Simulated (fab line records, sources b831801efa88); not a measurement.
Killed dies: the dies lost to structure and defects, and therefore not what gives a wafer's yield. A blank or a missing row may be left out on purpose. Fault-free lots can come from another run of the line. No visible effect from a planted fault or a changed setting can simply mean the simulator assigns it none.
Chamber matching / flow gf180mcu / GF_V5_CVD_02 on pecvd-02: 3 sister chambers
The step deposits SiO2 from TEOS, target thk 1450 nm, time 163.28 s. 20 wafers are shown with their chamber, then 10 later ones without.

## WAFERS PAIRED WITH THEIR CHAMBERS
wafer=L074.1; chamber=2; heater-power-w (W)=780
wafer=L074.2; chamber=0; heater-power-w (W)=455
wafer=L074.6; chamber=2; heater-power-w (W)=623
wafer=L075.1; chamber=0; heater-power-w (W)=471
wafer=L075.2; chamber=1; heater-power-w (W)=604
wafer=L075.3; chamber=2; heater-power-w (W)=707
wafer=L079.3; chamber=1; heater-power-w (W)=651
wafer=L079.5; chamber=1; heater-power-w (W)=717
wafer=L079.6; chamber=2; heater-power-w (W)=654
wafer=L082.1; chamber=2; heater-power-w (W)=664
wafer=L082.3; chamber=0; heater-power-w (W)=500
wafer=L082.5; chamber=2; heater-power-w (W)=743
wafer=L087.4; chamber=2; heater-power-w (W)=751
wafer=L087.5; chamber=1; heater-power-w (W)=706
wafer=L087.6; chamber=0; heater-power-w (W)=389
wafer=L090.1; chamber=1; heater-power-w (W)=664
wafer=L090.3; chamber=0; heater-power-w (W)=446
wafer=L090.4; chamber=1; heater-power-w (W)=576
wafer=L092.1; chamber=1; heater-power-w (W)=562
wafer=L092.4; chamber=2; heater-power-w (W)=639

SIGNATURES (averages over the wafers above)
reading=heater-power-w; chamber 0=452.20; chamber 1=640.00; chamber 2=695.12; scatter within a chamber=55.8
Rule: distance of a wafer from a chamber = root of the sum over the readings of ((wafer's reading minus chamber's mean) / reading's scatter) squared. The wafer belongs to the nearest chamber; if the next one is less than 2 further off, it can't be placed. How the scatter is found: for the shown wafers, subtract from each reading the mean of its chamber, square and add these, divide the total by (wafers less chambers), then take the root.

## WAFERS WHOSE CHAMBER IS MISSING
wafer=L092.6; heater-power-w (W)=664
wafer=L093.4; heater-power-w (W)=758
wafer=L093.5; heater-power-w (W)=646
wafer=L093.6; heater-power-w (W)=670
wafer=L096.1; heater-power-w (W)=611
wafer=L096.2; heater-power-w (W)=735
wafer=L096.3; heater-power-w (W)=447
wafer=L096.4; heater-power-w (W)=797
wafer=L096.5; heater-power-w (W)=500
wafer=L096.6; heater-power-w (W)=704

## THE CHAMBER EACH PASSED THROUGH
wafer=L092.6; from the rows above=can't be placed: 1 or 2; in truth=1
wafer=L093.4; from the rows above=can't be placed: 2 or 1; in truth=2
wafer=L093.5; from the rows above=can't be placed: 1 or 2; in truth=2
wafer=L093.6; from the rows above=can't be placed: 2 or 1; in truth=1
wafer=L096.1; from the rows above=can't be placed: 1 or 2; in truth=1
wafer=L096.2; from the rows above=can't be placed: 2 or 1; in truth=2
wafer=L096.3; from the rows above=0; in truth=0
wafer=L096.4; from the rows above=can't be placed: 2 or 1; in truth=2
wafer=L096.5; from the rows above=can't be placed: 0 or 1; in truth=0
wafer=L096.6; from the rows above=can't be placed: 2 or 1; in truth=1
Correctly placed: 1 of 10. Unplaceable from these rows: 9, with the true chamber sitting among the candidates in 9. 0 placed wrongly.
